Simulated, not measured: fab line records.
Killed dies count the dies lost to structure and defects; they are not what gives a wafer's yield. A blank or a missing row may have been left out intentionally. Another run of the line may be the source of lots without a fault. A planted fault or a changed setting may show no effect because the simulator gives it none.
What tool caused it? ; flow gf180mcu ; 14 lots with 42 wafers sampled at 4 steps, on a route of 602 steps

## WHAT THE GAUGES SHOWED, per wafer
GF_V3_THK_MEAS_03. Usual: V3_CVD_02_THK gives 853 nm (standard deviation 12).
lot;measured;on;V3_CVD_02_THK (nm);flag
L883;day 21 08:30;film metro-02;833 860 855;
L884;day 21 12:19;film metro-01;863 831 849;
L885;day 21 22:56;film metro-03;855 857 873;
L886;day 22 08:50;film metro-02;835 853 868;
L887;day 22 17:13;film metro-01;866 862 860;
L888;day 23 00:30;film metro-01;836 858 877;
L891;day 24 01:33;film metro-01;848 873 856;
L892;day 24 14:01;film metro-01;863 845 862;
L893;day 25 07:41;film metro-03;845 845 846;
L895;day 25 20:49;film metro-01;847 866 864;
L896;day 26 02:55;film metro-02;845 860 862;
L900;day 27 08:00;film metro-03;844 843 856;
L905;day 28 15:42;film metro-02;835 844 838;
L904;day 28 16:02;film metro-03;846 864 853;

GF_V3_BOW_MEAS_05. Usual: V3_BOW gives 118 um (standard deviation 8).
lot;measured;on;V3_BOW (um);flag
L883;day 21 08:52;film metro-01;129 113 114;
L884;day 21 12:40;film metro-01;103 118 113;
L885;day 21 23:18;film metro-02;124 120 128;
L886;day 22 09:12;film metro-02;114 115 109;
L887;day 22 17:35;film metro-01;125 119 123;
L888;day 23 00:52;film metro-02;108 109 103;
L891;day 24 01:56;film metro-01;106 115 105;
L892;day 24 14:23;film metro-02;118 116 118;
L893;day 25 08:03;film metro-02;109 101 117;
L895;day 25 21:11;film metro-03;109 112 100;
L896;day 26 03:17;film metro-02;117 115 110;
L900;day 27 08:22;film metro-01;107 105 109;
L905;day 28 16:04;film metro-01;119 122 131;
L904;day 28 16:25;film metro-01;105 127 117;

## TOOL THAT RAN EACH LOT (tool first, then ch and the chambers of the sampled wafers, then the start)
lot;GF_M3_SPUTTER_04;GF_M3_METAL_ETCH_16
L883;pvd sputter-03, day 20 07:32;rie metal-02 ch 0,1, day 21 07:38
L884;pvd sputter-02, day 20 11:19;rie metal-02 ch 0,1, day 21 11:28
L885;pvd sputter-02, day 20 22:34;rie metal-02 ch 1, day 21 21:56
L886;pvd sputter-01, day 21 08:56;rie metal-02 ch 1, day 22 07:50
L887;pvd sputter-03, day 21 16:07;rie metal-04 ch 0,1, day 22 15:48
L888;pvd sputter-01, day 22 00:11;rie metal-04 ch 0,1, day 22 23:29
L891;pvd sputter-02, day 23 01:49;rie metal-04 ch 0,1, day 24 00:42
L892;pvd sputter-01, day 23 14:19;rie metal-03 ch 0,1, day 24 13:09
L893;pvd sputter-02, day 24 09:06;rie metal-03 ch 0,1, day 25 06:49
L895;pvd sputter-02, day 24 22:53;rie metal-02 ch 1, day 25 19:57
L896;pvd sputter-02, day 25 04:56;rie metal-04 ch 0,1, day 26 01:56
L900;pvd sputter-03, day 26 10:23;rie metal-04 ch 0,1, day 27 07:09
L905;pvd sputter-01, day 27 19:52;rie metal-02 ch 0,1, day 28 14:51
L904;pvd sputter-02, day 27 19:52;rie metal-04 ch 0, day 28 15:09
- GF_M3_SPUTTER_04: material TiN, target thk 50 nm, time 41.7 s.
- GF_M3_METAL_ETCH_16: etches the open film in Cl2/BCl3, stops on SiO2, target depth 627.5 nm, time 104.6 s.

## WHAT THE TOOLS THEMSELVES READ (means of the sampled wafers that have a number; where no wafer has one, the mark that the record gives instead)
GF_M3_SPUTTER_04. Usual: throttle valve pct 30.0 %, standard deviation 1.4.
lot;tool;throttle valve pct (%);flag
L883;pvd sputter-03;30.5;
L884;pvd sputter-02;31.1;
L885;pvd sputter-02;30.1;
L886;pvd sputter-01;29.7;
L887;pvd sputter-03;31.8;
L888;pvd sputter-01;29.7;
L891;pvd sputter-02;30.3;
L892;pvd sputter-01;28.5;
L893;pvd sputter-02;31.1;
L895;pvd sputter-02;30.9;
L896;pvd sputter-02;30.7;
L900;pvd sputter-03;29.8;
L905;pvd sputter-01;28.5;
L904;pvd sputter-02;30.4;

GF_M3_METAL_ETCH_16. Usual: bias w 140.0 W, standard deviation 0.37; drypump motor current A 5.6 A, standard deviation 0.36; oes product au 0.968 a.u., standard deviation 0.0076; throttle valve pct 28.255 %, standard deviation 0.013.
lot;tool;bias w (W);drypump motor current A (A);oes product au (a.u.);throttle valve pct (%);flag
L883;rie metal-02;140.3;5.3;0.967;28.250;
L884;rie metal-02;139.4;5.3;0.965;28.263;
L885;rie metal-02;139.7;5.7;0.965;28.266;
L886;rie metal-02;140.1;5.7;0.967;28.251;
L887;rie metal-04;139.6;5.4;0.973;28.245;
L888;rie metal-04;140.0;5.6;0.971;28.239;
L891;rie metal-04;140.0;5.6;0.965;28.256;
L892;rie metal-03;140.2;5.8;0.968;28.257;
L893;rie metal-03;140.0;6.1;0.959;28.269;
L895;rie metal-02;140.1;5.8;0.967;28.259;
L896;rie metal-04;140.3;5.4;0.961;28.271;
L900;rie metal-04;110.8;5.5;0.960;28.257;OFF
L905;rie metal-02;139.7;5.3;0.970;28.239;
L904;rie metal-04;110.8;5.7;0.958;28.283;OFF

## THE ANSWER, worked out from the rows above alone
Rule: a lot counts as off when the mean over its wafers that have a number is more than 3 standard deviations away from the usual mean. A lot without any number at a reading at which 4 lots or more have one is off too. The other lots that the step has rows for count as sound. After the gauges, taken in route order, come the tools' own readings; for these a lot's mean is taken, as printed above. The first step at which some lot is off is used, and at that step the reading that is off furthest; a lot without a number counts as furthest.
Off, at GF_M3_METAL_ETCH_16 on bias w: L900, L904.
A tool fits if, at that step or a process step before it, it ran every lot that is off, and no sound lot after the first of them. One fits: GF_M3_METAL_ETCH_16 on rie metal-04. A fault onset in the window from L896 (day 26 01:56, its last sound lot) to L900 (day 27 07:09, its first lot off) fits.
The tool's own readings at GF_M3_METAL_ETCH_16 bear it out: on the lots that are off they differ by more than 5 times the standard deviation of the sound lots' means. bias w reads 110.8 W there against 139.9 W on the sound lots.

## WHAT HAD BEEN PUT IN BY THE SIMULATOR
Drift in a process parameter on rie metal-04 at GF_M3_METAL_ETCH_16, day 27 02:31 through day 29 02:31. Setting bias w, moved by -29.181, from 140. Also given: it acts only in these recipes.
Struck lots among those shown: L900, L904. The rule given above showed the same thing.
